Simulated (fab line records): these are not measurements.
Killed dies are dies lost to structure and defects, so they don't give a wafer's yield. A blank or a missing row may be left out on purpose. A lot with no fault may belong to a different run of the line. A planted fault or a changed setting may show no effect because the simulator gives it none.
Split-lot experiment | flow sky130 | 5 lots, 23 wafers read, on a route of 708 steps

== THE SPLIT ITSELF ==
At SKY_LDD_HVN_IMPLANT_08, the setting energy-kev was moved away from the recipe's 60 on 5 of the 23 wafers read, by -2.5% to +4.4%. For the rest of the wafers, this setting stayed at what the recipe calls for.

The split's own step is where the reading is taken.

== THE READING ==
The simulator's own value implant.drp-nm, read by no gauge, in nm at SKY_LDD_HVN_IMPLANT_08. The file does not state a usual value for it.

wafer  | tool, chamber at the split | energy-kev as run | against the recipe | implant.drp-nm, nm | against lot-mates on the recipe
L074.1 | implanter-02, 0            | 60                | recipe             | 28.15              | -
L074.2 | implanter-02, 0            | 60                | recipe             | 28.15              | -
L074.3 | implanter-02, 0            | 60                | recipe             | 28.15              | -
L074.5 | implanter-02, 0            | 60                | recipe             | 28.15              | -
L074.6 | implanter-02, 0            | 60                | recipe             | 28.15              | -
L075.1 | implanter-01, 0            | 58.49             | -2.5%              | 27.54              | -0.61
L075.3 | implanter-01, 0            | 58.49             | -2.5%              | 27.54              | -0.61
L075.6 | implanter-01, 0            | 58.49             | -2.5%              | 27.54              | -0.61
L075.4 | implanter-01, 0            | 60                | recipe             | 28.15              | -
L075.5 | implanter-01, 0            | 60                | recipe             | 28.15              | -
L077.1 | implanter-04, 0            | 60                | recipe             | 28.15              | -
L077.2 | implanter-04, 0            | 60                | recipe             | 28.15              | -
L077.4 | implanter-04, 0            | 60                | recipe             | 28.15              | -
L077.5 | implanter-04, 0            | 60                | recipe             | 28.15              | -
L077.6 | implanter-04, 0            | 60                | recipe             | 28.15              | -
L081.1 | implanter-02, 0            | 60                | recipe             | 28.15              | -
L081.3 | implanter-02, 0            | 60                | recipe             | 28.15              | -
L081.4 | implanter-02, 0            | 60                | recipe             | 28.15              | -
L085.1 | implanter-02, 0            | 60                | recipe             | 28.15              | -
L085.2 | implanter-02, 0            | 60                | recipe             | 28.15              | -
L085.4 | implanter-02, 0            | 60                | recipe             | 28.15              | -
L085.3 | implanter-02, 0            | 62.64             | +4.4%              | 29.23              | +1.08
L085.5 | implanter-02, 0            | 62.64             | +4.4%              | 29.23              | +1.08

THE FIT
A straight line over all 23 wafers: implant.drp-nm changes by +0.244 nm for each +1% of energy-kev; r = +1.00; the points scatter about the line by 0.0021 nm.
The same after taking each lot's own level away (the mean of its wafers on the recipe; 23 wafers): +0.244 nm for each +1%; r = +1.00; scatter 0.0021 nm.
Per that fit: largest energy-kev move, reading shift of 1.1 nm.
The lots' own levels span 28.150 to 28.150 nm.
So the lot-to-lot level changes the slope little: the two slopes agree.
Check: +1.07 nm against its lot-mates is what the line predicts for one of the wafers moved furthest among these (+4.4%) when that wafer is left out of the fit. It came out at +1.08 nm against them.

== OTHER SPLITS APPLIED TO THESE WAFERS ==
Note: prior to the reading, these wafers also went through further splits. Each is held against what the fit with the lots' levels taken away leaves over:
other split on the same wafers  | wafers away from the commonest value | r with implant.drp-nm (lot level and that fit taken away)
SKY_POLY_GATE_EXPOSE_10 dose-mj | 6                                    | +0.04
SKY_LDD_N_COAT_02 resist-thk-nm | 6                                    | -0.20
SKY_LDD_N_IMPLANT_12 energy-kev | 4                                    | +0.06
SKY_LDD_P_COAT_02 resist-thk-nm | 10                                   | +0.16
SKY_LDD_P_IMPLANT_09 energy-kev | 9                                    | -0.20

== THE WHOLE CHAIN: every reading that the file lists as answering this split, in the file's order ==
step                   | what it does | reading                                                         | change (the file's fit)               | r (the file's)
SKY_LDD_HVN_IMPLANT_08 |              | implant.rp-nm (the simulator's own value, which no gauge read)  | +0.585 nm for each +1% of the setting | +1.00
SKY_LDD_HVN_IMPLANT_08 |              | implant.drp-nm (the simulator's own value, which no gauge read) | +0.244 nm for each +1% of the setting | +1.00

== FILE'S OWN FIT ==
implant.drp-nm changes by +0.244 nm for each +1% of energy-kev, r = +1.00.
